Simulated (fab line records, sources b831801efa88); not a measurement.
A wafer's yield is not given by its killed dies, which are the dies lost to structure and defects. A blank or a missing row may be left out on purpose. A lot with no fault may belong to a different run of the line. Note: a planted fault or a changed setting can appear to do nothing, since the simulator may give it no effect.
Chamber matching    flow gf180mcu    rie-diel-01 running GF_PASSIVATION_ETCH_11: 4 sister chambers
The step etches the open film in CF4/O2, stops on TiN, target depth 2040 nm, time 453.3 s. 16 wafers are shown with their chamber, then 8 later ones without.

== WAFERS WITH THEIR CHAMBER ==
wafer   chamber  drypump-motor-current-A (A)  oes-product-au (a.u.)  throttle-valve-pct (%)
L076.1  0        6.6                          0.998                  5.959
L076.3  2        5.9                          0.988                  5.973
L076.6  0        6.5                          0.986                  5.970
L083.3  1        5.3                          0.998                  5.984
L083.4  0        6.5                          1.001                  5.954
L083.5  1        5.3                          0.994                  5.976
L085.1  3        5.5                          1.000                  5.974
L085.2  1        5.3                          0.989                  5.965
L085.4  0        6.5                          0.992                  5.972
L086.1  2        5.9                          0.988                  5.970
L086.2  0        6.5                          0.989                  5.976
L086.5  2        5.9                          0.993                  5.967
L088.1  1        5.3                          0.996                  5.967
L088.5  0        6.5                          0.986                  5.981
L088.6  1        5.3                          0.987                  5.965
L089.2  3        5.5                          0.996                  5.976

SIGNATURES (means of the wafers above)
reading                  chamber 0  chamber 1  chamber 2  chamber 3  scatter within a chamber
drypump-motor-current-A  6.517      5.300      5.900      5.500      0.0264
oes-product-au           0.99200    0.99280    0.98967    0.99800    0.00508
throttle-valve-pct       5.96867    5.97140    5.97000    5.97500    0.00831
Rule: distance of a wafer from a chamber = root of the sum over the readings of ((wafer's reading minus chamber's mean) / reading's scatter) squared. If the next closest chamber is less than 2 further off than the closest, the wafer can't be placed; otherwise it belongs to the closest. The scatter: the root of (the sum of the squares of (reading less its chamber's mean) over the shown wafers, divided by (wafers less chambers)).

== WAFERS WITH NO CHAMBER GIVEN ==
wafer   drypump-motor-current-A (A)  oes-product-au (a.u.)  throttle-valve-pct (%)
L089.4  5.3                          1.001                  5.972
L089.6  6.6                          0.985                  5.962
L091.4  5.9                          0.992                  5.965
L091.5  5.5                          0.992                  5.982
L091.6  5.3                          0.996                  5.972
L097.1  5.9                          0.992                  5.974
L097.2  5.5                          0.992                  5.970
L097.5  5.5                          0.990                  5.975

== THE CHAMBER EACH PASSED THROUGH ==
wafer   from the rows above  in truth
L089.4  1                    1
L089.6  0                    0
L091.4  2                    2
L091.5  3                    3
L091.6  1                    1
L097.1  2                    2
L097.2  3                    3
L097.5  3                    3
8 of 8 placed correctly. Not placeable from these rows: 0. Number placed wrongly: 0.
